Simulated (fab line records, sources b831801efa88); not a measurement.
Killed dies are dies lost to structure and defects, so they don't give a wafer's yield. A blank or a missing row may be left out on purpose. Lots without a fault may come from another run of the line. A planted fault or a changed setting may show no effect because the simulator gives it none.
Problem report in the 8D (eight disciplines) form, filled by code | flow sky130 | the parts of the form that need people (team, actions taken, sign-off) are left out

1. THE PROBLEM
run_length_s at SKY_POLY_GATE_ETCH_15 reads a mean of 150.7 s on 3 wafers of 3 lots; wafers without a fault read 146.9 s with a standard deviation of 0.41. That is +9.3 standard deviations from the usual mean.
The step: etches BARC in N2/H2, stops on SiO2, time 118.5 s, target depth 110 nm.
First seen on wafer L114.6, day 20 01:50, on rie_diel-03. The record holds 19 wafers of 7 lots with a number at this step. Rule for "out", or "out of limits": more than 4 standard deviations from the usual mean. The other wafers with a number count as sound.

2. WHAT IT IS AND WHAT IT IS NOT
question                    | is                     | is not
which readings at this step | run_length_s           | bias_w, chamber_pressure_mTorr, drypump_motor_current_A, throttle_valve_pct
which lots                  | L114, L116, L117       | L105, L122, L124, L127
which wafers of those lots  | L114.6, L116.1, L117.1 | L114.4, L116.4, L117.3, L117.4
read on which tools         | rie_diel-03            | rie_diel-01
when                        | from day 20 01:50      | up to then (4 sound wafers); but 12 sound wafers of L116, L117, L122, L124, L127 came after

3. SUSPECTS, AND WHAT RULES EACH OUT
Counting: a tool at a process step up to the reading stays a suspect if it ran every lot that is out. Sound lots after the first of them don't rule it out here, since some wafers of a struck lot are sound.
- rie_diel-03 at SKY_POLY_GATE_ETCH_15 (etches BARC in N2/H2, stops on SiO2, time 118.5 s, target depth 110 nm): kept. It ran every lot that is out, first L114 (day 20 01:50); its last sound lot up to then is L105 (day 16 18:41). Its own readings are out on those wafers: run_length_s.
Left after counting: rie_diel-03 at SKY_POLY_GATE_ETCH_15.

4. THE CAUSE (what the simulator had put in)
Process parameter drift: rie_diel-03, from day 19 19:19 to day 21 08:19, at SKY_POLY_GATE_ETCH_15. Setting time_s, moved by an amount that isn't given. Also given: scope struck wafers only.
Counting left only this tool.

5. THE CHAIN OF EFFECTS, in route order
Each row: a reading whose mean over the struck wafers that have a number lies more than 3 standard deviations from the usual. Only readings for which the record gives a usual standard deviation are gone through. hours: the time from each lot's start at the first step in this table that gives one to its start at this step, as a median over the lots. sigmas: the change in usual standard deviations.
hours | step                  | reading      | usual   | on struck wafers | change | sigmas
0     | SKY_POLY_GATE_ETCH_15 | run_length_s | 146.9 s | 150.7            | +3.8   | +9.3
The process steps in it:
- SKY_POLY_GATE_ETCH_15: etches BARC in N2/H2, stops on SiO2, time 118.5 s, target depth 110 nm.

6. WHAT WOULD HAVE CAUGHT IT SOONER
In this record the first reading out of limits was taken at day 20 01:50, 7 hours after the fault began at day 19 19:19.
